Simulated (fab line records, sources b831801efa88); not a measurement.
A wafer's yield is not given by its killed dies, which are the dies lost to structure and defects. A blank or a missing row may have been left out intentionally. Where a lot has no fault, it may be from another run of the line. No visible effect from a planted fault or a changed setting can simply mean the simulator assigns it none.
The tool behind it: which one? ; flow sky130 ; Sampling: 11 lots, 33 wafers, 2 of 708 route steps

WHAT EACH GAUGE READ, for each wafer
SKY_METAL5_RS_MEAS_05: measurement is done with a four-point probe. Usual: for METAL5_ALCU_RS the level is 0.0271 ohm/sq and the standard deviation is 0.00033.
lot;measured;on;METAL5_ALCU_RS (ohm/sq);flag
L587;day 43 04:55;filmMetro-04;0.0266 0.0265 0.0269;
L588;day 43 07:29;filmMetro-01;0.0271 0.0268 0.0271;
L590;day 44 01:25;filmMetro-03;0.0271 0.0265 0.0265;
L592;day 44 04:29;filmMetro-03;0.0266 0.0267 0.0268;
L597;day 45 15:48;filmMetro-01;0.0278 0.0279 0.0277;
L598;day 45 17:22;filmMetro-03;0.0272 0.0275 0.0271;
L602;day 46 16:38;filmMetro-04;0.0270 0.0273 0.0270;
L603;day 47 01:33;filmMetro-04;0.0271 0.0271 0.0274;
L606;day 48 02:58;filmMetro-04;0.0273 0.0277 0.0275;
L609;day 48 11:29;filmMetro-03;0.0266 0.0270 0.0267;
L610;day 48 18:15;filmMetro-01;0.0270 0.0271 0.0271;

TOOL THAT RAN EACH LOT (tool first, then ch and the chambers of the sampled wafers, then the start)
lot;SKY_METAL5_SPUTTER_02
L587;pvdSputter-04, day 43 04:46
L588;pvdSputter-03, day 43 07:21
L590;pvdSputter-03, day 44 01:17
L592;pvdSputter-04, day 44 04:21
L597;pvdSputter-04, day 45 15:40
L598;pvdSputter-01, day 45 17:14
L602;pvdSputter-01, day 46 16:30
L603;pvdSputter-01, day 47 01:26
L606;pvdSputter-03, day 48 02:50
L609;pvdSputter-01, day 48 11:22
L610;pvdSputter-01, day 48 18:08
- SKY_METAL5_SPUTTER_02: material AlCu, target thk 1150 nm, time 61.2 s.

WHAT THE TOOLS THEMSELVES READ (means of the sampled wafers that have a number; where no wafer has one, the mark that the record gives instead)
SKY_METAL5_SPUTTER_02. Usual: throttleValvePct reads 30.1 % (standard deviation 1.1).
lot;tool;throttleValvePct (%);flag
L587;pvdSputter-04;30.7;
L588;pvdSputter-03;29.7;
L590;pvdSputter-03;29.1;
L592;pvdSputter-04;30.7;
L597;pvdSputter-04;30.6;
L598;pvdSputter-01;30.9;
L602;pvdSputter-01;30.4;
L603;pvdSputter-01;31.0;
L606;pvdSputter-03;29.7;
L609;pvdSputter-01;30.6;
L610;pvdSputter-01;30.8;

THE ANSWER, worked out from the rows above alone
Rule: a lot is off if the mean of its wafers that have a number lies more than 3 standard deviations from the usual mean. Also off: a lot with no number at a reading for which 4 or more lots have one. The other lots that the step has rows for count as sound. After the gauges, taken in route order, come the tools' own readings; for these a lot's mean is taken, as printed above. At the first step where some lot is off, the reading lying furthest off is the one used; lots without a number count as furthest.
No lot is off at any reading shown: from this, nothing can be told.

WHAT WAS PUT IN BY THE SIMULATOR
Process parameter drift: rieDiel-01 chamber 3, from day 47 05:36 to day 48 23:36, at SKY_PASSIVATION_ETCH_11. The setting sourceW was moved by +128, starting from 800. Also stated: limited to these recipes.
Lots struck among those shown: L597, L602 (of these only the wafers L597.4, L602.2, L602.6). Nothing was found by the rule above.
